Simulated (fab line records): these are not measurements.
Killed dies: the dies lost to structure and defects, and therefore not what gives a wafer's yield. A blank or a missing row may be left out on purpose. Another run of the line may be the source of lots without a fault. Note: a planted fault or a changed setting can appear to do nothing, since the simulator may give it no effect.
Chamber matching ; flow sky130 ; SKY_PASSIVATION_CVD_02 on pecvd-03: 3 sister chambers
The step deposits Si3N4, target thk 540 nm. 14 wafers are shown with their chamber, then 7 later ones without.

## EACH WAFER AND ITS CHAMBER
wafer;chamber;heaterPowerW (W)
L917.1;1;626
L917.4;1;634
L917.5;2;904
L918.1;2;899
L918.5;0;851
L918.6;1;604
L919.4;2;752
L919.5;0;827
L919.6;1;648
L928.1;0;790
L928.2;1;596
L928.3;2;918
L930.4;1;673
L930.5;0;816

SIGNATURES (averages over the wafers above)
reading;chamber 0;chamber 1;chamber 2;scatter within a chamber
heaterPowerW;821.00;630.17;868.25;46.9
Rule: for a wafer and a chamber, the distance is found by dividing, reading by reading, the gap between the wafer's reading and the chamber's mean by the reading's scatter, squaring, summing and taking the root. If the next closest chamber is less than 2 further off than the closest, the wafer can't be placed; otherwise it belongs to the closest. The scatter is the square root of a quotient: the sum, over the shown wafers, of each reading's squared deviation from its chamber's mean, divided by wafers minus chambers.

## WAFERS WITH NO CHAMBER GIVEN
wafer;heaterPowerW (W)
L930.6;522
L936.2;642
L936.4;771
L936.6;523
L939.2;827
L939.4;852
L939.6;864

## WHICH CHAMBER EACH ONE RAN IN
wafer;from the rows above;in truth
L930.6;1;1
L936.2;1;1
L936.4;can't be placed: 0 or 2 or 1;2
L936.6;1;1
L939.2;can't be placed: 0 or 2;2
L939.4;can't be placed: 2 or 0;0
L939.6;can't be placed: 2 or 0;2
Placed correctly: 3 of 7. Can't be placed from these rows: 4 (the true chamber is among the candidates in 4). Number placed wrongly: 0.
